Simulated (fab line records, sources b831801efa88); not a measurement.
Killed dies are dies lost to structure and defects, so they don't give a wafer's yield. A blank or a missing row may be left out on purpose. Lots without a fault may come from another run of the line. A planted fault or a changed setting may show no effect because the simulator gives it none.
Chamber matching | flow sky130 | SKY_VIA4_HDPCVD_00 on hdpcvd-02: 3 sister chambers
The step deposits SiO2, target thk 1750 nm, time 291.7 s. 3 wafers are shown with their chamber, then 9 later ones without.

WAFERS WITH THEIR CHAMBER
wafer  | chamber | susceptor_temp_C (C)
L884.4 | 0       | 400.32
L886.3 | 1       | 399.66
L886.4 | 2       | 400.25

WAFERS WITHOUT THEIR CHAMBER
wafer  | susceptor_temp_C (C)
L887.1 | 400.09
L887.4 | 400.00
L887.6 | 399.64
L898.1 | 399.84
L898.5 | 400.14
L898.6 | 400.06
L900.3 | 399.73
L900.4 | 400.10
L900.5 | 399.89

WHICH CHAMBER EACH WENT THROUGH
wafer  | from the rows above          | in truth
L887.1 | can't be placed: 2 or 0 or 1 | 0
L887.4 | can't be placed: 2 or 0 or 1 | 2
L887.6 | 1                            | 1
L898.1 | can't be placed: 1 or 2 or 0 | 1
L898.5 | can't be placed: 2 or 0      | 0
L898.6 | can't be placed: 2 or 0 or 1 | 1
L900.3 | 1                            | 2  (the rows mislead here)
L900.4 | can't be placed: 2 or 0 or 1 | 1
L900.5 | can't be placed: 1 or 2 or 0 | 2
Placed correctly: 1 of 9. Can't be placed from these rows: 7 (the true chamber is among the candidates in 7). Placed wrongly: 1.
How it was worked out, from the rows above alone: a wafer's distance from a chamber is the root of the sum, over the readings, of the square of ((its reading less the chamber's mean) divided by the reading's scatter). The wafer belongs to the nearest chamber; if the next one is less than 2 further off, it can't be placed. A chamber's mean is the mean of its shown wafers. The scatter: with one shown wafer a chamber, the root of the mean of the squares of how far each hidden wafer lies from its nearest shown one.
